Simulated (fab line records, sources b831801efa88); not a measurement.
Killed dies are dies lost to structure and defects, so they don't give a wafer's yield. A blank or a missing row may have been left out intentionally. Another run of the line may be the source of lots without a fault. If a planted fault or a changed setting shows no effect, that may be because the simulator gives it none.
The tool behind it: which one? | flow sky130 | 33 wafers from 11 lots sampled at 5 of the route's 708 steps

== WHAT THE GAUGES READ, wafer by wafer ==
SKY_SD_N_CD_MEAS_07 targets a cd of 380 nm.
lot  | measured     | on        | cd-nm (nm)
L625 | day 28 22:03 | cd-sem-02 | 379.1 379.5 379.6
L626 | day 29 08:57 | cd-sem-01 | 380.1 379.6 379.2
L627 | day 29 12:38 | cd-sem-01 | 378.9 377.4 379.1
L634 | day 32 01:41 | cd-sem-01 | 381.4 379.4 380.7
L635 | day 33 22:24 | cd-sem-02 | 376.4 375.8 377.9
L639 | day 34 00:53 | cd-sem-02 | 382.3 382.0 382.4
L641 | day 34 03:58 | cd-sem-01 | 377.7 374.6 377.9
L642 | day 34 16:56 | cd-sem-02 | 376.9 377.7 376.7
L644 | day 35 21:17 | cd-sem-01 | 378.5 382.3 382.4
L643 | day 35 21:35 | cd-sem-01 | 376.9 378.6 377.7
L645 | day 35 22:44 | cd-sem-01 | 380.0 382.1 380.4

SKY_LOCAL_INTERCONNECT_OVL_MEAS_12.
lot  | measured     | on         | LOCAL_INTERCONNECT_OVL (nm)
L625 | day 31 09:03 | overlay-01 | -1 2 1
L626 | day 31 20:48 | overlay-01 | 0 2 -1
L627 | day 31 23:30 | overlay-02 | 5 2 -3
L634 | day 34 10:01 | overlay-01 | -6 -4 -4
L635 | day 36 06:39 | overlay-01 | 3 1 -2
L639 | day 36 10:06 | overlay-01 | 2 -8 -5
L641 | day 36 12:40 | overlay-01 | -3 -11 5
L642 | day 37 01:57 | overlay-01 | -8 -3 0
L644 | day 38 05:27 | overlay-01 | -7 1 -3
L643 | day 38 06:36 | overlay-01 | -6 -13 -5
L645 | day 38 07:34 | overlay-02 | -6 0 0

SKY_CONTACT_THK_MEAS_01.
lot  | measured     | on            | CONTACT_CVD_00_THK (nm)
L625 | day 31 09:50 | film-metro-01 | 74.9 77.6 77.3
L626 | day 31 21:53 | film-metro-01 | 149.5 147.7 150.6
L627 | day 32 00:37 | film-metro-02 | 150.1 150.4 152.9
L634 | day 34 10:59 | film-metro-02 | 150.0 149.5 151.2
L635 | day 36 07:26 | film-metro-01 | 74.4 75.0 76.1
L639 | day 36 10:58 | film-metro-01 | 73.8 74.1 74.8
L641 | day 36 13:26 | film-metro-03 | 75.2 76.2 76.6
L642 | day 37 02:46 | film-metro-03 | 75.2 74.3 75.4
L644 | day 38 06:14 | film-metro-03 | 73.5 75.2 75.5
L643 | day 38 07:22 | film-metro-02 | 74.9 75.0 75.4
L645 | day 38 08:20 | film-metro-01 | 75.3 74.4 75.1

== EACH LOT AND THE TOOL THAT RAN IT (in order: tool; ch and the chambers of the sampled wafers; start) ==
lot  | SKY_SD_P_STRIP_10                    | SKY_CONTACT_CVD_00
L625 | plasma-asher-01 ch 0,1, day 26 13:26 | pecvd-04 ch 1,2, day 31 09:47
L626 | plasma-asher-03 ch 0,1, day 26 23:44 | pecvd-04 ch 0,1,2, day 31 21:00
L627 | plasma-asher-03 ch 0,1, day 27 03:56 | pecvd-01 ch 0,1,2, day 32 00:00
L634 | plasma-asher-04 ch 0,1, day 29 18:44 | pecvd-04 ch 0,2, day 34 10:00
L635 | plasma-asher-03 ch 0,1, day 31 16:23 | pecvd-01 ch 1,2, day 36 07:23
L639 | plasma-asher-04 ch 0,1, day 31 18:17 | pecvd-03 ch 1,2, day 36 10:55
L641 | plasma-asher-03 ch 0,1, day 31 21:05 | pecvd-04 ch 1,2, day 36 13:24
L642 | plasma-asher-04 ch 0,1, day 32 11:08 | pecvd-03 ch 0,1,2, day 37 02:44
L644 | plasma-asher-04 ch 0,1, day 33 16:32 | pecvd-03 ch 0,1,2, day 38 06:11
L643 | plasma-asher-03 ch 0,1, day 33 17:11 | pecvd-01 ch 0,2, day 38 07:20
L645 | plasma-asher-03 ch 0,1, day 33 18:17 | pecvd-04 ch 0,1,2, day 38 08:18
- SKY_SD_P_STRIP_10: strips in O2/N2.
- SKY_CONTACT_CVD_00: deposits Si3N4, target thk 75 nm.

== AS READ BY THE TOOLS THEMSELVES (means over the sampled wafers that have a number; for cases with no such wafer, the mark the record gives instead) ==
SKY_SD_P_STRIP_10.
lot  | tool            | drypump-motor-current-A (A) | n2-flow-sccm (sccm) | o2-flow-sccm (sccm) | oes-product-au (a.u.) | strip-time-to-endpoint-s (s)
L625 | plasma-asher-01 | 5.75                        | 299.1               | 3010                | 0.612                 | 17.45
L626 | plasma-asher-03 | 6.10                        | 299.5               | 3004                | 0.619                 | 17.48
L627 | plasma-asher-03 | 6.28                        | 299.3               | 3002                | 0.618                 | 17.48
L634 | plasma-asher-04 | 6.25                        | 299.7               | 2999                | 0.618                 | 17.50
L635 | plasma-asher-03 | 6.31                        | 299.4               | 2999                | 0.621                 | 17.46
L639 | plasma-asher-04 | 6.23                        | 300.4               | 2999                | 0.615                 | 17.45
L641 | plasma-asher-03 | 6.31                        | 300.2               | 3009                | 0.616                 | 17.50
L642 | plasma-asher-04 | 6.24                        | 299.1               | 3001                | 0.622                 | 17.41
L644 | plasma-asher-04 | 6.20                        | 301.4               | 2997                | 0.621                 | 17.43
L643 | plasma-asher-03 | 6.31                        | 300.2               | 3006                | 0.619                 | 17.45
L645 | plasma-asher-03 | 6.12                        | 300.4               | 2991                | 0.620                 | 17.56

SKY_CONTACT_CVD_00.
lot  | tool     | heater-power-w (W)
L625 | pecvd-04 | 665
L626 | pecvd-04 | 740
L627 | pecvd-01 | 761
L634 | pecvd-04 | 674
L635 | pecvd-01 | 748
L639 | pecvd-03 | 683
L641 | pecvd-04 | 761
L642 | pecvd-03 | 621
L644 | pecvd-03 | 645
L643 | pecvd-01 | 756
L645 | pecvd-04 | 727

== THE ANSWER, worked out from the rows above alone ==
Rule: the usual values come from the lots themselves. The widest of any qualifying gaps counts: lots, ordered by their means at a reading, are off when they make up no more than a third of the lots, leave a main group of 4 or more, and stand apart from it by 3 or more times the standard deviation of that group's means. The tables above print the reading to a certain number of digits; a main group whose means all agree to those digits is not used. A lot without any number at a reading at which 4 lots or more have one is off too. Any other lot the step has rows for is counted as sound. After the gauges, taken in route order, come the tools' own readings; for these a lot's mean is taken, as printed above. At the first step where some lot is off, the reading lying furthest off is the one used; lots without a number count as furthest.
Off: at SKY_CONTACT_THK_MEAS_01 (CONTACT_CVD_00_THK), L626, L627, L634. Mean 75.2 nm and standard deviation 0.7 in the main group.
A tool fits if, at a process step before that reading, it ran every lot that is off, and no sound lot after the first of them. The gauges at SKY_CONTACT_THK_MEAS_01 are tried like those tools. No candidate that was tried fits.

== WHAT THE SIMULATOR PUT IN ==
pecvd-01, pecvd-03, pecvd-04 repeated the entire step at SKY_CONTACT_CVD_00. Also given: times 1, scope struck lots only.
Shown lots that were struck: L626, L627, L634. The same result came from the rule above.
